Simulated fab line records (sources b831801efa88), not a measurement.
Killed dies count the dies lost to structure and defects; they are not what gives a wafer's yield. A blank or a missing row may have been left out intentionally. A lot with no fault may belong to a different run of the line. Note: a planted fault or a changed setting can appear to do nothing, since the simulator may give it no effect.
fab line records -- flow gf180mcu
record: lots: 13, wafers: 39, last_day: 34
route steps=602 shown STI@14 MVPSD@82 VT_IMPLANT@100
lots with no fault: from the same line, run without faults
start_h: hours from the record's opening day to when the first of the lot's shown wafers began -- wait_h: hours elapsed since this lot's preceding step -- " identical to the entry in the row above -- L1.1+2: a single row standing in for several wafers -- - no value, or no start given -- * or withheld: withheld -- < > ~ a bound
route shown NAME@n: names a module that has steps shown in the file, with the first one's number in the route -- usual: mean/standard deviation taken from wafers without a fault -- same: alike in all rows -- chamber/n: place in a boat -- sites: each site's reading -- _std_site: the values' standard deviation -- _edge_site: the outer-site mean with the inner-site mean subtracted -- radius_mm: for every site, how far away it sits from the centre of the wafer -- mask NAME#n: copy n -- behind: tool/chamber where the wafer was last shaped -- hold: what put the lot on hold/how long, in hours/how the hold closed -- device: names the non-switching transistor (n, p or np) -- end of line: the route-end tests of the same wafers -- for a step that has no rows: nothing shown but its recipe -- killed: count of dies lost to structure and defects at first sort (not the wafer's yield) -- map: dies across one wafer; x = killed, . = not, _ = none there
set.NAME: the setting the step ran with; set.NAME@STEP: the setting that earlier step ran with -- model.NAME: the simulator's own value behind a step, which no gauge read
steps of the route over a sample of lots; a table a step, a row a wafer
services: the hour from which a tool's chamber was out of use, counted from the record's first day as start_h (under 0 if before that day), plus the number of hours and why
== steps ==
step: GF_STI_ETCH_13
recipe: chemistry: CHF3/O2, stop_on: Si, over_etch_frac: 0.3, target_depth_a: 2823.1, source_w: 600, bias_w: 200, pressure_mtorr: 40, chf3_flow_sccm: 50, O2_flow_sccm: 5, time_s: 112.9
usual: chamber_pressure_mTorr: 40.00/0.032, drypump_motor_current_A: 5.9/0.38, oes_product_au: 0.832/0.0059, throttle_valve_pct: 8.811/0.0093
lot.wafer,tool,chamber,start_h,wait_h,chamber_pressure_mTorr,drypump_motor_current_A,oes_product_au,rf_hours_counter_h,throttle_valve_pct
L134.1,rie_diel-04,2,30.75,0.1,39.94,5.8,0.833,14,8.821
L134.3,rie_diel-04,1,30.75,0.1,39.99,5.8,0.837,112,8.815
L134.6,rie_diel-04,1,30.75,0.1,40.01,5.7,0.841,-,8.815
L135.2,rie_diel-03,0,36.35,0.1,39.99,6.7,0.828,11,8.797
L135.3,rie_diel-03,2,36.35,0.1,39.94,5.3,0.828,63,8.821
L135.4,rie_diel-03,1,36.35,0.1,40.04,5.9,0.829,6,8.803
L136.2,rie_diel-03,3,42.15,0.1,40.00,6.0,0.836,109,8.816
L136.3,rie_diel-03,0,42.15,0.1,40.00,6.6,0.830,11,8.802
L136.5,rie_diel-03,0,42.15,0.1,40.02,6.5,0.833,-,8.828
L137.1,rie_diel-03,1,46.55,0.1,40.09,5.9,0.829,6,8.822
L137.2,rie_diel-03,3,46.55,0.1,40.02,6.0,0.832,109,8.820
L137.6,rie_diel-03,3,46.55,0.1,40.02,6.0,0.834,-,8.814
L138.3,rie_diel-03,3,51.50,0.1,39.99,6.0,0.841,109,8.809
L138.5,rie_diel-03,0,51.50,0.1,39.96,6.6,0.834,-,8.799
L138.6,rie_diel-03,3,51.50,0.1,39.96,6.0,0.838,-,8.795
L139.3,rie_diel-04,2,56.87,0.1,39.98,5.8,0.828,14,8.806
L139.4,rie_diel-04,3,56.87,0.1,40.04,5.7,0.832,157,8.805
L139.5,rie_diel-04,2,56.87,0.1,40.00,5.8,0.823,-,8.807
L141.2,rie_diel-03,0,67.60,0.1,40.04,6.5,0.838,12,8.819
L141.3,rie_diel-03,2,67.60,0.1,39.98,5.3,0.827,64,8.832
L141.6,rie_diel-03,3,67.60,0.1,40.03,6.0,0.829,-,8.827
L143.2,rie_diel-04,1,77.70,0.1,40.00,5.8,0.834,113,8.804
L143.4,rie_diel-04,1,77.70,0.1,39.99,5.8,0.824,-,8.804
L143.6,rie_diel-04,3,77.70,0.1,40.06,5.8,0.835,-,8.807
L144.2,rie_diel-04,3,82.35,0.1,40.01,5.7,0.836,157,8.817
L144.4,rie_diel-04,0,82.35,0.1,40.03,5.5,0.835,-,8.796
L144.5,rie_diel-04,1,82.35,0.1,40.05,5.8,0.830,-,8.807
L148.3,rie_diel-04,0,102.92,0.1,39.97,5.5,0.828,86,8.813
L148.4,rie_diel-04,3,102.92,0.1,40.00,5.7,0.824,-,8.799
L148.6,rie_diel-04,0,102.92,0.1,40.03,5.5,0.832,-,8.809
L153.2,rie_diel-03,0,130.15,0.1,39.99,6.6,0.837,13,8.821
L153.5,rie_diel-03,0,130.15,0.1,39.99,6.6,0.841,-,8.807
L153.6,rie_diel-03,3,130.15,0.1,39.98,6.0,0.840,-,8.798
L155.1,rie_diel-04,3,139.17,0.1,39.97,5.7,0.833,159,8.805
L155.2,rie_diel-04,2,139.17,0.1,40.00,5.8,0.828,15,8.819
L155.6,rie_diel-04,2,139.17,0.1,39.99,5.8,0.826,-,8.790
L156.3,rie_diel-04,1,143.55,0.1,39.97,5.8,0.831,115,8.794
L156.4,rie_diel-04,2,143.55,0.1,39.97,5.8,0.829,-,8.806
L156.5,rie_diel-04,0,143.55,0.1,40.05,5.5,0.827,-,8.825
step: GF_STI_THK_MEAS_24
recipe: reads: SiO2_of_STI_CVD_23
usual: STI_CVD_23_THK: 648/7.4
lot.wafer,tool,chamber,start_h,wait_h,STI_CVD_23_THK[nm]
L134.1,film_metro-02,-,32.61,0.0,659
L134.3,film_metro-02,-,32.61,0.0,659
L134.6,film_metro-02,-,32.61,0.0,646
L135.2,film_metro-02,-,38.23,0.0,652
L135.3,film_metro-02,-,38.23,0.0,647
L135.4,film_metro-02,-,38.23,0.0,650
L136.2,film_metro-02,-,44.07,0.1,645
L136.3,film_metro-02,-,44.07,0.1,646
L136.5,film_metro-02,-,44.07,0.1,655
L137.1,film_metro-02,-,49.03,0.0,657
L137.2,film_metro-02,-,49.03,0.0,661
L137.6,film_metro-02,-,49.03,0.0,649
L138.3,film_metro-01,-,54.10,0.1,645
L138.5,film_metro-01,-,54.10,0.1,646
L138.6,film_metro-01,-,54.10,0.1,656
L139.3,film_metro-02,-,60.04,0.1,632
L139.4,film_metro-02,-,60.04,0.1,644
L139.5,film_metro-02,-,60.04,0.1,645
L141.2,film_metro-03,-,69.50,0.0,661
L141.3,film_metro-03,-,69.50,0.0,655
L141.6,film_metro-03,-,69.50,0.0,658
L143.2,film_metro-03,-,79.59,0.0,643
L143.4,film_metro-03,-,79.59,0.0,657
L143.6,film_metro-03,-,79.59,0.0,650
L144.2,film_metro-01,-,84.22,0.0,642
L144.4,film_metro-01,-,84.22,0.0,646
L144.5,film_metro-01,-,84.22,0.0,643
L148.3,film_metro-03,-,104.82,0.1,652
L148.4,film_metro-03,-,104.82,0.1,661
L148.6,film_metro-03,-,104.82,0.1,645
L153.2,film_metro-01,-,132.05,0.0,631
L153.5,film_metro-01,-,132.05,0.0,649
L153.6,film_metro-01,-,132.05,0.0,635
L155.1,film_metro-02,-,141.09,0.0,660
L155.2,film_metro-02,-,141.09,0.0,664
L155.6,film_metro-02,-,141.09,0.0,655
L156.3,film_metro-01,-,145.55,0.1,663
L156.4,film_metro-01,-,145.55,0.1,653
L156.5,film_metro-01,-,145.55,0.1,663
step: GF_MVPSD_EXPOSE_04
recipe: mask_id: MVPSD, target_cd_nm: 1000, na: 0.6, source_shape: conventional, sigma_outer: 0.6, dose_mj: 260
usual: stage_vel_mm_s: 499.98/0.29
lot.wafer,tool,chamber,start_h,wait_h,mask,stage_vel_mm_s
L134.1,iline_stepper-02,0,95.05,-,MVPSD#0,500.18
L134.3,iline_stepper-02,0,95.05,-,MVPSD#0,499.74
L134.6,iline_stepper-02,0,95.05,-,MVPSD#0,499.93
L135.2,iline_stepper-01,0,102.79,-,MVPSD#0,500.20
L135.3,iline_stepper-01,0,102.79,-,MVPSD#0,500.14
L135.4,iline_stepper-01,0,102.79,-,MVPSD#0,500.02
L136.2,iline_stepper-01,0,107.95,-,MVPSD#0,500.00
L136.3,iline_stepper-01,0,107.95,-,MVPSD#0,499.93
L136.5,iline_stepper-01,0,107.95,-,MVPSD#0,500.00
L137.1,iline_stepper-02,0,112.85,-,MVPSD#0,500.10
L137.2,iline_stepper-02,0,112.85,-,MVPSD#0,500.37
L137.6,iline_stepper-02,0,112.85,-,MVPSD#0,499.96
L138.3,iline_stepper-02,0,121.79,-,MVPSD#0,499.71
L138.5,iline_stepper-02,0,121.79,-,MVPSD#0,499.74
L138.6,iline_stepper-02,0,121.79,-,MVPSD#0,499.75
L139.3,iline_stepper-01,0,126.94,-,MVPSD#0,499.82
L139.4,iline_stepper-01,0,126.94,-,MVPSD#0,499.73
L139.5,iline_stepper-01,0,126.94,-,MVPSD#0,499.98
L141.2,iline_stepper-02,0,138.04,-,MVPSD#0,499.96
L141.3,iline_stepper-02,0,138.04,-,MVPSD#0,499.89
L141.6,iline_stepper-02,0,138.04,-,MVPSD#0,500.26
L143.2,iline_stepper-01,0,149.52,-,MVPSD#0,500.03
L143.4,iline_stepper-01,0,149.52,-,MVPSD#0,500.03
L143.6,iline_stepper-01,0,149.52,-,MVPSD#0,500.36
L144.2,iline_stepper-01,0,154.74,-,MVPSD#0,500.06
L144.4,iline_stepper-01,0,154.74,-,MVPSD#0,500.06
L144.5,iline_stepper-01,0,154.74,-,MVPSD#0,500.23
L148.3,iline_stepper-01,0,180.01,-,MVSD#0,500.65
L148.4,iline_stepper-01,0,180.01,-,MVSD#0,500.49
L148.6,iline_stepper-01,0,180.01,-,MVSD#0,500.34
L153.2,iline_stepper-01,0,208.24,-,MVPSD#0,500.35
L153.5,iline_stepper-01,0,208.24,-,MVPSD#0,500.37
L153.6,iline_stepper-01,0,208.24,-,MVPSD#0,499.94
L155.1,iline_stepper-02,0,218.62,-,MVPSD#0,500.39
L155.2,iline_stepper-02,0,218.62,-,MVPSD#0,500.31
L155.6,iline_stepper-02,0,218.62,-,MVPSD#0,500.34
L156.3,iline_stepper-01,0,225.31,-,MVPSD#0,499.73
L156.4,iline_stepper-01,0,225.31,-,MVPSD#0,499.81
L156.5,iline_stepper-01,0,225.31,-,MVPSD#0,500.00
step: GF_MVPSD_OVL_MEAS_07
usual: MVPSD_OVL: 0.4/1.5
lot.wafer,tool,chamber,start_h,wait_h,MVPSD_OVL[nm]
L134.1,overlay-02,-,101.88,-,-2.9
L134.3,overlay-02,-,101.88,-,-1.9
L134.6,overlay-02,-,101.88,-,-1.4
L135.2,overlay-02,-,109.98,-,1.6
L135.3,overlay-02,-,109.98,-,1.0
L135.4,overlay-02,-,109.98,-,1.7
L136.2,overlay-02,-,114.98,-,0.1
L136.3,overlay-02,-,114.98,-,-0.3
L136.5,overlay-02,-,114.98,-,-0.7
L137.1,overlay-02,-,119.68,-,-0.6
L137.2,overlay-02,-,119.68,-,1.1
L137.6,overlay-02,-,119.68,-,-0.7
L138.3,overlay-02,-,129.31,-,-0.5
L138.5,overlay-02,-,129.31,-,-1.5
L138.6,overlay-02,-,129.31,-,-1.3
L139.3,overlay-02,-,134.16,-,2.0
L139.4,overlay-02,-,134.16,-,1.2
L139.5,overlay-02,-,134.16,-,4.3
L141.2,overlay-02,-,145.65,-,1.6
L141.3,overlay-02,-,145.65,-,0.0
L141.6,overlay-02,-,145.65,-,1.0
L143.2,overlay-02,-,157.23,-,-3.9
L143.4,overlay-02,-,157.23,-,-1.9
L143.6,overlay-02,-,157.23,-,-2.7
L144.2,overlay-01,-,162.20,-,1.8
L144.4,overlay-01,-,162.20,-,1.6
L144.5,overlay-01,-,162.20,-,0.5
L148.3,overlay-02,-,188.35,-,-
L148.4,overlay-02,-,188.35,-,-
L148.6,overlay-02,-,188.35,-,-
L153.2,overlay-02,-,216.51,-,1.8
L153.5,overlay-02,-,216.51,-,1.1
L153.6,overlay-02,-,216.51,-,1.9
L155.1,overlay-02,-,227.39,-,0.1
L155.2,overlay-02,-,227.39,-,1.1
L155.6,overlay-02,-,227.39,-,0.2
L156.3,overlay-02,-,233.46,-,0.7
L156.4,overlay-02,-,233.46,-,-0.7
L156.5,overlay-02,-,233.46,-,-0.4
step: GF_MVPSD_TW_MEAS_11
usual: MVPSD_TW: 557/7.3
lot.wafer,tool,chamber,start_h,wait_h,MVPSD_TW
L134.1,film_metro-01,-,102.31,0.1,550
L134.3,film_metro-01,-,102.31,0.1,546
L134.6,film_metro-01,-,102.31,0.1,550
L135.2,film_metro-03,-,110.42,0.1,566
L135.3,film_metro-03,-,110.42,0.1,568
L135.4,film_metro-03,-,110.42,0.1,565
L136.2,film_metro-01,-,115.42,0.1,548
L136.3,film_metro-01,-,115.42,0.1,548
L136.5,film_metro-01,-,115.42,0.1,550
L137.1,film_metro-03,-,120.11,0.1,571
L137.2,film_metro-03,-,120.11,0.1,567
L137.6,film_metro-03,-,120.11,0.1,568
L138.3,film_metro-03,-,129.75,0.1,564
L138.5,film_metro-03,-,129.75,0.1,565
L138.6,film_metro-03,-,129.75,0.1,566
L139.3,film_metro-01,-,134.60,0.1,551
L139.4,film_metro-01,-,134.60,0.1,553
L139.5,film_metro-01,-,134.60,0.1,550
L141.2,film_metro-04,-,146.09,0.1,550
L141.3,film_metro-04,-,146.09,0.1,552
L141.6,film_metro-04,-,146.09,0.1,553
L143.2,film_metro-03,-,157.67,0.1,562
L143.4,film_metro-03,-,157.67,0.1,561
L143.6,film_metro-03,-,157.67,0.1,557
L144.2,film_metro-03,-,162.64,0.1,562
L144.4,film_metro-03,-,162.64,0.1,563
L144.5,film_metro-03,-,162.64,0.1,566
L148.3,film_metro-03,-,188.80,0.1,31
L148.4,film_metro-03,-,188.80,0.1,31
L148.6,film_metro-03,-,188.80,0.1,31
L153.2,film_metro-01,-,216.95,0.1,552
L153.5,film_metro-01,-,216.95,0.1,549
L153.6,film_metro-01,-,216.95,0.1,549
L155.1,film_metro-04,-,227.83,0.1,553
L155.2,film_metro-04,-,227.83,0.1,549
L155.6,film_metro-04,-,227.83,0.1,554
L156.3,film_metro-03,-,233.91,0.1,566
L156.4,film_metro-03,-,233.91,0.1,564
L156.5,film_metro-03,-,233.91,0.1,563
step: GF_VT_IMPLANT_TW_MEAS_10
usual: VT_IMPLANT_TW: 565/6.1
lot.wafer,tool,chamber,start_h,wait_h,VT_IMPLANT_TW
L134.1,film_metro-04,-,116.68,0.1,561
L134.3,film_metro-04,-,116.68,0.1,564
L134.6,film_metro-04,-,116.68,0.1,560
L135.2,film_metro-03,-,125.55,0.1,575
L135.3,film_metro-03,-,125.55,0.1,574
L135.4,film_metro-03,-,125.55,0.1,574
L136.2,film_metro-02,-,130.78,0.1,559
L136.3,film_metro-02,-,130.78,0.1,564
L136.5,film_metro-02,-,130.78,0.1,562
L137.1,film_metro-04,-,134.73,0.1,560
L137.2,film_metro-04,-,134.73,0.1,559
L137.6,film_metro-04,-,134.73,0.1,560
L138.3,film_metro-02,-,144.76,0.1,559
L138.5,film_metro-02,-,144.76,0.1,561
L138.6,film_metro-02,-,144.76,0.1,560
L139.3,film_metro-02,-,149.50,0.1,556
L139.4,film_metro-02,-,149.50,0.1,559
L139.5,film_metro-02,-,149.50,0.1,559
L141.2,film_metro-02,-,161.79,0.1,557
L141.3,film_metro-02,-,161.79,0.1,563
L141.6,film_metro-02,-,161.79,0.1,557
L143.2,film_metro-03,-,173.18,0.1,572
L143.4,film_metro-03,-,173.18,0.1,574
L143.6,film_metro-03,-,173.18,0.1,575
L144.2,film_metro-04,-,178.85,0.1,562
L144.4,film_metro-04,-,178.85,0.1,565
L144.5,film_metro-04,-,178.85,0.1,565
L148.3,film_metro-03,-,205.61,0.1,573
L148.4,film_metro-03,-,205.61,0.1,577
L148.6,film_metro-03,-,205.61,0.1,574
L153.2,film_metro-03,-,235.23,0.1,572
L153.5,film_metro-03,-,235.23,0.1,576
L153.6,film_metro-03,-,235.23,0.1,574
L155.1,film_metro-04,-,246.14,0.1,562
L155.2,film_metro-04,-,246.14,0.1,561
L155.6,film_metro-04,-,246.14,0.1,562
L156.3,film_metro-04,-,252.30,0.1,561
L156.4,film_metro-04,-,252.30,0.1,560
L156.5,film_metro-04,-,252.30,0.1,560
== services ==
tool,chamber,start_h,hours,kind
rie_diel-04,2,68.87,35.8,repair
iline_stepper-01,-,112.72,1.7,pm
rie_diel-04,0,116.47,8.8,repair
rie_diel-04,3,141.14,-,clean
rie_diel-04,3,141.14,14.8,scheduled_down
rie_diel-04,3,141.14,14.8,vent_cycle
iline_stepper-02,-,207.35,1.7,pm
== key ==
first_sign: step: GF_MVPSD_EXPOSE_04, reading: mask, direction: changed
effect: step: GF_MVPSD_OVL_MEAS_07, reading: MVPSD_OVL, direction: missing
effect: step: GF_MVPSD_TW_MEAS_11, reading: MVPSD_TW, direction: down, sigmas: 72, usual: 557, struck: 31
met_at GF_MVPSD_EXPOSE_04
struck_lots L148
sort_left_out L148.3,L148.4,L148.6
tester_left_out L148
not_acting_at GF_STI_ETCH_13,GF_STI_THK_MEAS_24,GF_VT_IMPLANT_TW_MEAS_10
onset_between 154.74 180.01
fault: kind: wrong_mask, tool: any, chamber: -, onset_h: 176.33, steps: GF_MVPSD_EXPOSE_04, aux_copy: MVSD#0, scope: struck_lots_only
tester_left_out: of these lots the tester's yield and bins aren't shown, on N5 and GAA mostly nor the transistor test; their killed dies are dies lost to structure and defects alone, not to doping, threshold or leakage, so they don't give the yield
sort_left_out: the simulated sort isn't trusted on such a fault, so these wafers' sort isn't shown, and their yield isn't known
